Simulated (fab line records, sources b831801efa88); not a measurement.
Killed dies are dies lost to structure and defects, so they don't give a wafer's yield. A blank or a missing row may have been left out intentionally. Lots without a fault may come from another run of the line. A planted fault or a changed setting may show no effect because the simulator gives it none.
8D (eight disciplines) problem report, filled in by code ; flow sky130 ; the parts of the form that need people (team, actions taken, sign-off) are left out

1. PROBLEM STATEMENT
Across 2 wafers from 2 lots, CAPM_CVD_00_THK at SKY_CAPM_THK_MEAS_01 averages 13.48 nm, while fault-free wafers read 15.50 nm with a standard deviation of 0.23. Measured from the usual mean, that is -8.8 standard deviations.
First observed at day 37 14:24: wafer L793.5, on film-metro-03. At this step, 30 wafers from 10 lots have a number in the record. Rule for "out", or "out of limits": more than 4 standard deviations from the usual mean. Any other wafer with a number is counted as sound.

2. WHAT IT IS AND WHAT IT IS NOT
question;is;is not
which readings at this step;CAPM_CVD_00_THK;-
which lots;L793, L794;L801, L803, L806, L807, L808, L809, L810, L811
which wafers of those lots;L793.5, L794.1;L793.3, L793.6, L794.3, L794.4
read on which gauges;film-metro-03;film-metro-01, film-metro-04
when;from day 37 14:24;"up to then (2 sound wafers); but 26 sound wafers of L794, L801, L803, L806, L807, L808, L809, L810, L811 came after"

3. WHAT RULES OUT EACH SUSPECT
Counting: any tool at a process step up to the reading remains a suspect provided it ran every lot that is out. Sound lots after the first of them don't rule it out here, since some wafers of a struck lot are sound.
- the gauge at SKY_CAPM_THK_MEAS_01 has been ruled out. All the wafers that are out were read on film-metro-03, but those of them that SKY_METAL3_ETCH_17 has rows for are out there too, on other tools.
- pecvd-03 at SKY_CAPM_CVD_00 (deposits SiO2, target thk 15.5 nm): kept. It ran every lot that is out, first L793 (day 37 14:21).
- Within pecvd-03 at SKY_CAPM_CVD_00: the wafers that are out ran in chamber 0; their sound lot-mates ran in chambers 1, 2.
Remaining after the count: pecvd-03 at SKY_CAPM_CVD_00.

4. THE CAUSE (what the simulator had put in)
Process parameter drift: pecvd-03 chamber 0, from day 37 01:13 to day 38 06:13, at SKY_CAPM_CVD_00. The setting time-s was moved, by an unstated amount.
The count eliminated every tool but this one.

5. THE EFFECT CHAIN, in route order
One row per reading whose mean, taken over the struck wafers that have a number, lies over 3 standard deviations from the usual. Only readings whose record carries a usual standard deviation are examined. hours: median over the lots of the time between each lot's start at the first step of this table that gives one and its start at this step. sigmas: the change, counted in usual standard deviations.
hours;step;reading;usual;on struck wafers;change;sigmas
0;SKY_CAPM_THK_MEAS_01;CAPM_CVD_00_THK;15.50 nm;13.48;-2.02;-8.8
52;SKY_METAL3_ETCH_17;oes-product-au;0.754 a.u.;0.705;-0.049;-7.0
The process steps in it:
- SKY_METAL3_ETCH_17: etches SiO2 in C4F8/O2/Ar, stops on TiN, time 3.9 s, target depth 15 nm.
Readings that are blank on the struck wafers while sound wafers have them: susceptor-temp-C at SKY_CAPM_CVD_00.
At these later measuring or inspecting steps, every struck wafer for which the step has a row has a number for every such reading, and none has moved that far: SKY_CAPM_RS_MEAS_03.

6. WHAT WOULD HAVE CAUGHT IT SOONER
Counted from the fault's start at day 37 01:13, it took 13 hours until the first out-of-limits reading at a measuring or inspecting step in this record, taken at day 37 14:24.
Lots out: 2; of these, L794 started SKY_CAPM_CVD_00 on pecvd-03 after day 37 14:24. A hold on the tool at that time would have spared it.
